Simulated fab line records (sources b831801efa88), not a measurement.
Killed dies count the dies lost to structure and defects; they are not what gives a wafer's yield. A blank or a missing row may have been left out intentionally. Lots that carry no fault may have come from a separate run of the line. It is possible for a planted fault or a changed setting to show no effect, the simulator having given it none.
What tool caused it? | flow gf180mcu | route of 602 steps, sampled at 1 step: 13 lots, 39 wafers

## WHAT THE GAUGES SHOWED, per wafer
GF_CONTACT_CD_MEAS_14: target cd 220 nm. Usual: cd_nm at 220.6 nm, with a standard deviation of 1.4.
lot  | measured     | on        | cd_nm (nm)        | flag
L156 | day 16 05:50 | cd_sem-01 | 220.6 220.5 220.9 |
L159 | day 16 23:42 | cd_sem-02 | 222.3 222.6 223.0 |
L158 | day 17 00:05 | cd_sem-02 | 220.7 220.4 220.8 |
L161 | day 17 18:57 | cd_sem-02 | 221.8 222.6 222.6 |
L166 | day 19 14:29 | cd_sem-02 | 220.1 220.4 220.3 |
L169 | day 20 19:03 | cd_sem-01 | 220.0 219.5 218.4 |
L170 | day 21 00:44 | cd_sem-02 | 221.2 221.2 222.4 |
L171 | day 21 08:19 | cd_sem-02 | 220.7 219.4 220.2 |
L172 | day 21 13:46 | cd_sem-01 | 220.5 220.3 220.3 |
L175 | day 22 20:10 | cd_sem-01 | 221.5 222.3 222.4 |
L176 | day 23 13:27 | cd_sem-01 | 219.5 220.5 218.5 |
L177 | day 24 03:21 | cd_sem-02 | 221.6 223.2 221.6 |
L179 | day 24 09:33 | cd_sem-01 | 223.2 223.9 223.9 |

## EACH LOT AND THE TOOL THAT RAN IT (in order: tool; ch and the chambers of the sampled wafers; start)
Before these readings, the record contains no process step.

## AS READ BY THE TOOLS THEMSELVES (means over the sampled wafers that have a number; for cases with no such wafer, the mark the record gives instead)
The record holds no such reading with a usual standard deviation.

## THE ANSWER, worked out from the rows above alone
Rule: lot off if the mean of its wafers having a number is beyond 3 standard deviations from the usual mean. A lot without any number at a reading at which 4 lots or more have one is off too. All remaining lots with rows at the step are treated as sound. Order of review: gauges by route order, followed by the tools' own readings, for which a lot's mean as printed above is used. At the first step where some lot is off, the reading lying furthest off is the one used; lots without a number count as furthest.
Nothing can be told from this: no lot is off at any reading shown.

## WHAT THE SIMULATOR PUT IN
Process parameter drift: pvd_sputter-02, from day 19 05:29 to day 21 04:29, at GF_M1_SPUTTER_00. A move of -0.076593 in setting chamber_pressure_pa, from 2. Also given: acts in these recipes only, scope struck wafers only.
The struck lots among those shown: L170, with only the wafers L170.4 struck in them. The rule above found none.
